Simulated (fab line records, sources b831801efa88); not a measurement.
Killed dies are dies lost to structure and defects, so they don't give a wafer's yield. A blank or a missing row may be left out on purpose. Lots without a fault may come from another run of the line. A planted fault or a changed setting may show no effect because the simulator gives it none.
Tool commonality check | flow gf180mcu | 12 lots, 36 wafers sampled

WHY IT WAS OPENED
At GF_PSD_RS_MEAS_14 the reading NSD_RS is flagged on 2 of 12 lots. Wafers without a fault read 46.17 ohm/sq, standard deviation 0.086.
Rule: a lot is flagged when every wafer of it that has a number lies more than 4 standard deviations from that mean, or none has a number. The other lots count as sound.

lot  | measured     | on            | NSD_RS (ohm/sq), wafer by wafer | flag
L321 | day 14 10:01 | film_metro-03 | 45.96 46.05 46.05               |
L323 | day 15 04:13 | film_metro-03 | 46.17 46.26 46.22               |
L324 | day 15 09:34 | film_metro-01 | 46.16 45.98 46.03               |
L328 | day 17 04:22 | film_metro-02 | 48.23 48.18 48.18               | FLAGGED
L329 | day 17 08:23 | film_metro-01 | 48.14 48.11 48.11               | FLAGGED
L333 | day 18 21:22 | film_metro-03 | 46.15 46.24 46.10               |
L334 | day 19 02:28 | film_metro-01 | 46.15 46.08 46.11               |
L337 | day 20 11:40 | film_metro-03 | 46.20 46.29 46.20               |
L339 | day 21 01:40 | film_metro-01 | 46.22 46.09 46.02               |
L338 | day 21 03:57 | film_metro-02 | 46.26 46.05 46.26               |
L341 | day 21 18:37 | film_metro-03 | 46.22 46.18 46.21               |
L342 | day 22 07:39 | film_metro-02 | 46.17 46.18 46.16               |
The numbers of the flagged lots are 48.16 ohm/sq on average: +1.99 ohm/sq against the usual, or +23 standard deviations.

WHICH TOOL RAN EACH LOT
The record holds 3 process steps before the reading, out of a route of 602 steps. In each cell: the tool, then ch and the chambers that the sampled wafers went through, then the start.
lot  | flag    | GF_HV_LDD_STRIP_49                   | GF_NSD_IMPLANT_10               | GF_NSD_STRIP_11
L321 |         | plasma_asher-01 ch 0,1, day 12 12:45 | implanter-01 ch 0, day 13 12:50 | plasma_asher-04 ch 0,1, day 13 12:57
L323 |         | plasma_asher-02 ch 0,1, day 13 07:46 | implanter-03 ch 0, day 14 07:41 | plasma_asher-02 ch 0,1, day 14 07:50
L324 |         | plasma_asher-01 ch 0,1, day 13 13:40 | implanter-02 ch 0, day 14 13:20 | plasma_asher-02 ch 0,1, day 14 13:29
L328 | FLAGGED | plasma_asher-03 ch 0,1, day 15 04:31 | implanter-01 ch 0, day 16 05:05 | plasma_asher-01 ch 0,1, day 16 05:14
L329 | FLAGGED | plasma_asher-01 ch 0,1, day 15 07:55 | implanter-01 ch 0, day 16 08:59 | plasma_asher-02 ch 0,1, day 16 09:08
L333 |         | plasma_asher-02 ch 0,1, day 16 17:43 | implanter-03 ch 0, day 17 20:22 | plasma_asher-04 ch 0,1, day 17 20:31
L334 |         | plasma_asher-02 ch 0,1, day 17 00:16 | implanter-02 ch 0, day 18 01:31 | plasma_asher-02 ch 1, day 18 01:40
L337 |         | plasma_asher-03 ch 0,1, day 18 07:07 | implanter-02 ch 0, day 19 10:19 | plasma_asher-02 ch 1, day 19 10:28
L339 |         | plasma_asher-01 ch 0,1, day 18 21:12 | implanter-01 ch 0, day 20 01:16 | plasma_asher-02 ch 0,1, day 20 01:22
L338 |         | plasma_asher-01 ch 0,1, day 18 20:48 | implanter-02 ch 0, day 20 02:55 | plasma_asher-04 ch 0,1, day 20 03:03
L341 |         | plasma_asher-01 ch 0,1, day 19 14:58 | implanter-01 ch 0, day 20 18:01 | plasma_asher-04 ch 0,1, day 20 18:10
L342 |         | plasma_asher-03 ch 0,1, day 20 04:25 | implanter-01 ch 0, day 21 07:23 | plasma_asher-04 ch 0,1, day 21 07:31
What these steps do:
- GF_HV_LDD_STRIP_49: strips in O2/N2.
- GF_NSD_IMPLANT_10
- GF_NSD_STRIP_11: strips in O2/N2.
- GF_PSD_RS_MEAS_14: measures by four-point-probe.

FLAGGED OVER TOTAL, TOOL BY TOOL (the gauges that took the reading come last)
step               | tool            | lots run | flagged | share of the flagged lots | sound lots run after its first flagged lot
GF_HV_LDD_STRIP_49 | plasma_asher-01 | 6        | 1       | some                      | 3 (L338,L339,L341)
GF_HV_LDD_STRIP_49 | plasma_asher-02 | 3        | 0       | none                      | -
GF_HV_LDD_STRIP_49 | plasma_asher-03 | 3        | 1       | some                      | 2 (L337,L342)
GF_NSD_IMPLANT_10  | implanter-01    | 6        | 2       | all                       | 3 (L339,L341,L342)
GF_NSD_IMPLANT_10  | implanter-02    | 4        | 0       | none                      | -
GF_NSD_IMPLANT_10  | implanter-03    | 2        | 0       | none                      | -
GF_NSD_STRIP_11    | plasma_asher-01 | 1        | 1       | some                      | 0
GF_NSD_STRIP_11    | plasma_asher-02 | 6        | 1       | some                      | 3 (L334,L337,L339)
GF_NSD_STRIP_11    | plasma_asher-04 | 5        | 0       | none                      | -
GF_PSD_RS_MEAS_14  | film_metro-01   | 4        | 1       | some                      | 2 (L334,L339)
GF_PSD_RS_MEAS_14  | film_metro-02   | 3        | 1       | some                      | 2 (L338,L342)
GF_PSD_RS_MEAS_14  | film_metro-03   | 5        | 0       | none                      | -

WHAT THE TABLE ALLOWS
1 row of the table ran every flagged lot: implanter-01 at GF_NSD_IMPLANT_10.
- implanter-01 at GF_NSD_IMPLANT_10: 2 of its 6 lots flagged. Sound lots ran on it after the first flagged one (L339, L341, L342), which a lasting fault on the whole tool wouldn't allow.
No row of the table ran every flagged lot and no sound lot after the first.

WHAT THE SIMULATOR HAD PUT IN
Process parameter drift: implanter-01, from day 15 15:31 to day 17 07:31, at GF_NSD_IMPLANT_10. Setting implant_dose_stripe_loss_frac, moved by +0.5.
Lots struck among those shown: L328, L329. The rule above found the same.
